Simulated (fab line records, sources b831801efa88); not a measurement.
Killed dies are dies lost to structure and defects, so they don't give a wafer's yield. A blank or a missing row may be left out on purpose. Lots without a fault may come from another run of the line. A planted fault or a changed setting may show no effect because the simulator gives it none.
Chamber matching | flow sky130 | SKY_VIA1_ETCH_14 on rie_diel-03: 4 sister chambers
The step etches BARC in N2/H2, stops on SiO2, time 45.9 s, target depth 60 nm. 4 wafers are shown with their chamber, then 10 later ones without.

WAFERS WITH THEIR CHAMBER
wafer  | chamber | drypump_motor_current_A (A)
L085.1 | 3       | 5.4
L085.3 | 2       | 6.4
L092.2 | 1       | 5.6
L092.3 | 0       | 5.7

WAFERS WITHOUT THEIR CHAMBER
wafer  | drypump_motor_current_A (A)
L092.6 | 5.7
L094.2 | 5.4
L094.4 | 5.6
L094.6 | 5.6
L096.2 | 5.4
L096.3 | 6.4
L096.5 | 5.7
L097.2 | 5.6
L097.5 | 5.4
L097.6 | 6.3

WHICH CHAMBER EACH WENT THROUGH
wafer  | from the rows above | in truth
L092.6 | 0                   | 0
L094.2 | 3                   | 3
L094.4 | 1                   | 1
L094.6 | 1                   | 1
L096.2 | 3                   | 3
L096.3 | 2                   | 2
L096.5 | 0                   | 0
L097.2 | 1                   | 1
L097.5 | 3                   | 3
L097.6 | 2                   | 2
Placed correctly: 10 of 10. Can't be placed from these rows: 0. Placed wrongly: 0.
How it was worked out, from the rows above alone: a wafer's distance from a chamber is the root of the sum, over the readings, of the square of ((its reading less the chamber's mean) divided by the reading's scatter). The wafer belongs to the nearest chamber; if the next one is less than 2 further off, it can't be placed. A chamber's mean is the mean of its shown wafers. The scatter: with one shown wafer a chamber, the root of the mean of the squares of how far each hidden wafer lies from its nearest shown one.
